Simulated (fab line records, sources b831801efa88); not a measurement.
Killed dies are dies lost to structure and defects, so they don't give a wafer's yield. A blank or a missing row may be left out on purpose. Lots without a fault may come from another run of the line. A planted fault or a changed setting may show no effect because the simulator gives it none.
One fault seen from 2 desks | flow gf180mcu | each desk has only its own numbers; what lay behind them comes last

THE TOOL OWNER'S DESK: litho_track-04
The tool's own readings at GF_POLY_GATE_PEB_08 (peb time 90 s): means of the sampled wafers that have a number, for each lot that ran on this tool. A lot is out of limits, marked OUT, if its mean lies more than 4 standard deviations from the usual mean; the brackets give that distance.
Columns: A = heater_power_total_W at GF_POLY_GATE_PEB_08, usual 85.70 W
lot  | first seen here | A
L381 | day 10 05:38    | 85.60
L383 | day 10 22:04    | 85.67
L388 | day 12 09:30    | 88.96 (+40) OUT
L390 | day 13 02:11    | 88.91 (+39) OUT
This desk's finding: out of limits on L388, L390; first on L388, day 12 09:30 (heater_power_total_W at GF_POLY_GATE_PEB_08). In limits: L381, L383.

THE METROLOGY DESK
What the gauges read, lot by lot, whatever tool the lot ran on: means of the sampled wafers that have a number. A lot is out of limits, marked OUT, if its mean lies more than 4 standard deviations from the usual mean; the brackets give that distance.
Columns: A = POLY_GATE_CVD_00_THK at GF_POLY_GATE_THK_MEAS_01, usual 198.7 nm; B = cd_nm at GF_POLY_GATE_CD_MEAS_10, usual 280.3 nm; C = POLY_GATE_OVL at GF_POLY_GATE_OVL_MEAS_11, usual -1 nm
lot  | first seen here | A     | B     | C
L381 | day 9 11:44     | 200.5 | 282.2 | -3
L383 | day 10 03:47    | 198.6 | 280.4 | -2
L388 | day 11 15:02    | 196.1 | 281.5 | -6
L390 | day 12 07:29    | 198.3 | 284.3 | -3
L398 | day 14 16:53    | 198.1 | 280.7 | -8
L399 | day 15 09:08    | 199.8 | 278.9 | -1
This desk's finding: nothing out of limits on any of the 6 lots.

PUT TOGETHER
The tool owner's desk could have raised an alarm at day 12 09:30, on L388, L390.
The metrology desk saw nothing out of limits.
The metrology desk has L388, L390 on record, within its limits.
Of the lots named, all ran GF_POLY_GATE_PEB_08 on litho_track-04.

WHAT THE SIMULATOR HAD PUT IN
Process parameter drift: litho_track-04, from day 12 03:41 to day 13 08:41, at GF_POLY_GATE_PEB_08. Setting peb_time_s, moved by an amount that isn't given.
Lots struck among those shown: L388, L390.
Hours from the fault's start to each desk's first reading out of limits: the tool owner's desk, 6.
